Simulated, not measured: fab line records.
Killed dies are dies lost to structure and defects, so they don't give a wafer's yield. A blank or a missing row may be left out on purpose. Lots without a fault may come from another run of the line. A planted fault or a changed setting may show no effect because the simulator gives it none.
Comparing a struck lot with a sound one / flow sky130 / 25 out of 708 route steps
Sound: the wafers L479.4, L479.5, L479.6. Struck: wafer L488.5. (L488.4, L488.6 of the same lot were not struck and are left out.) The cause comes at the end.
Order at every step that has rows: each side's tool, ch and its chambers, its first start. Under that, the readings that differ: sound wafers / struck wafers / difference of the means / sigmas: that difference in standard deviations of wafers without a fault.
alike: readings whose means differ by less than 2 such deviations, and words and numbers that are the same on both sides. not compared: withheld readings, readings that some wafer has no value for, bounds like >300 that may hide the same value, and numbers for which the record gives no deviation and whose values overlap.
A row with sigmas, a row that says differs or no value, or rows on one side alone: a step with any of these is where the two part. When numbers do not overlap yet have no deviation, they are printed without sigmas and do not part them. Lack of a reading on every wafer of one side parts them only where that side has two or more wafers.

SKY_VIA2_SPUTTER_20: material TiN, target thk 20 nm, time 80 s.
  struck on pvd_sputter-01, day 39 22:41; sound on pvd_sputter-02, day 37 07:11
  alike: throttle_valve_pct
then, 1 step without rows for these wafers: SKY_VIA2_CVD_21 (deposits W, target thk 420 nm, time 126.4 s).
SKY_VIA2_RS_MEAS_22: measurement is done with a four-point probe.
  struck on film_metro-02, day 39 22:56; sound on film_metro-02, day 37 07:26
reading=VIA2_W_RS (ohm/sq); sound=0.273 0.282 0.275; struck=0.267; difference=-0.010; sigmas=-3
SKY_VIA2_THK_MEAS_23: measures by xrf.
  struck on film_metro-02, day 39 23:02; sound on film_metro-02, day 37 07:32
  alike: VIA2_W_THK
then, 1 step without rows for these wafers: SKY_VIA2_CMP_24 (polishes, stops on SiO2, t overpolish 18.53 s, target thk 0 nm).
SKY_METAL3_SPUTTER_00: material Ti, target thk 15 nm, time 10 s.
  struck on pvd_sputter-03, day 39 23:22; sound on pvd_sputter-03, day 37 07:52
  alike: throttle_valve_pct
SKY_METAL3_SPUTTER_01: material TiN, target thk 20 nm, time 16.7 s.
  struck on pvd_sputter-03, day 39 23:23; sound on pvd_sputter-03, day 37 07:53
  alike: throttle_valve_pct
then, 2 steps without rows for these wafers: SKY_METAL3_SPUTTER_02 (material AlCu, target thk 735 nm, time 39.1 s); SKY_METAL3_SPUTTER_03 (material Ti, target thk 5 nm, time 3.3 s).
SKY_METAL3_SPUTTER_04: material TiN, target thk 70 nm, time 58.3 s.
  struck on pvd_sputter-03, day 39 23:28; sound on pvd_sputter-03, day 37 07:58
  alike: throttle_valve_pct
then, 1 step without rows for these wafers: SKY_CAPM_CVD_00 (deposits SiO2, target thk 15.5 nm).
SKY_CAPM_THK_MEAS_01:
  struck on film_metro-02, day 39 23:34; sound on film_metro-02, day 37 08:04
  alike: CAPM_CVD_00_THK
SKY_CAPM_SPUTTER_02: material TiN, target thk 200 nm, time 166.7 s.
  struck on pvd_sputter-01, day 39 23:35; sound on pvd_sputter-02, day 37 08:06
  alike: throttle_valve_pct
SKY_CAPM_RS_MEAS_03: measurement is done with a four-point probe.
  struck on film_metro-01, day 39 23:46; sound on film_metro-01, day 37 08:16
reading=CAPM_TIN_RS (ohm/sq); sound=6.98 6.86 6.87; struck=10.57; difference=+3.67; sigmas=+44
SKY_CAPM_THK_MEAS_04: measures by xrf.
  struck on film_metro-01, day 39 23:51; sound on film_metro-01, day 37 08:22
reading=CAPM_TIN_THK (nm); sound=195.5 198.0 198.3; struck=150.0; difference=-47.3; sigmas=-18
then, 7 steps without rows for these wafers: SKY_CAPM_DEHYDRATE_05 (time 60 s); SKY_CAPM_HMDS_06 (prime time 60 s); SKY_CAPM_COAT_07 (resist thk 1140 nm); SKY_CAPM_SOFTBAKE_08 (time 60 s); SKY_CAPM_EXPOSE_09 (exposes mask CAPM, target cd 1000 nm); SKY_CAPM_PEB_10; SKY_CAPM_DEVELOP_11 (develop time 60 s).
SKY_CAPM_OVL_MEAS_12:
  struck on overlay-02, day 40 23:47; sound on overlay-01, day 38 08:52
  alike: CAPM_OVL
SKY_CAPM_METAL_ETCH_13: etches TiN in Cl2/BCl3, stops on SiO2, target depth 220 nm, time 62.9 s.
  sound on rie_metal-04 ch 0,1, day 38 08:55; struck on rie_metal-01 ch 0, day 40 23:49
reading=oes_product_au (a.u.); sound=0.931 0.947 0.937; struck=0.803; difference=-0.135; sigmas=-16
reading=throttle_valve_pct (%); sound=21.899 21.900 21.886; struck=22.004; difference=+0.109; sigmas=+12
  alike: chamber_pressure_mTorr, drypump_motor_current_A
  not compared: rf_hours_counter_h
SKY_CAPM_STRIP_14: strips in O2/N2.
  sound on plasma_asher-02 ch 0,1, day 38 08:59; struck on plasma_asher-01 ch 0, day 40 23:55
  alike: chamber_pressure_mTorr, drypump_motor_current_A, oes_product_au, strip_time_to_endpoint_s
  not compared: rf_hours_counter_h

WHERE THEY PART
First at SKY_VIA2_RS_MEAS_22; last, within this record, at SKY_CAPM_METAL_ETCH_13. Later steps at which nothing parts them and some readings are alike: SKY_CAPM_STRIP_14.

WHY: what the simulator had put in
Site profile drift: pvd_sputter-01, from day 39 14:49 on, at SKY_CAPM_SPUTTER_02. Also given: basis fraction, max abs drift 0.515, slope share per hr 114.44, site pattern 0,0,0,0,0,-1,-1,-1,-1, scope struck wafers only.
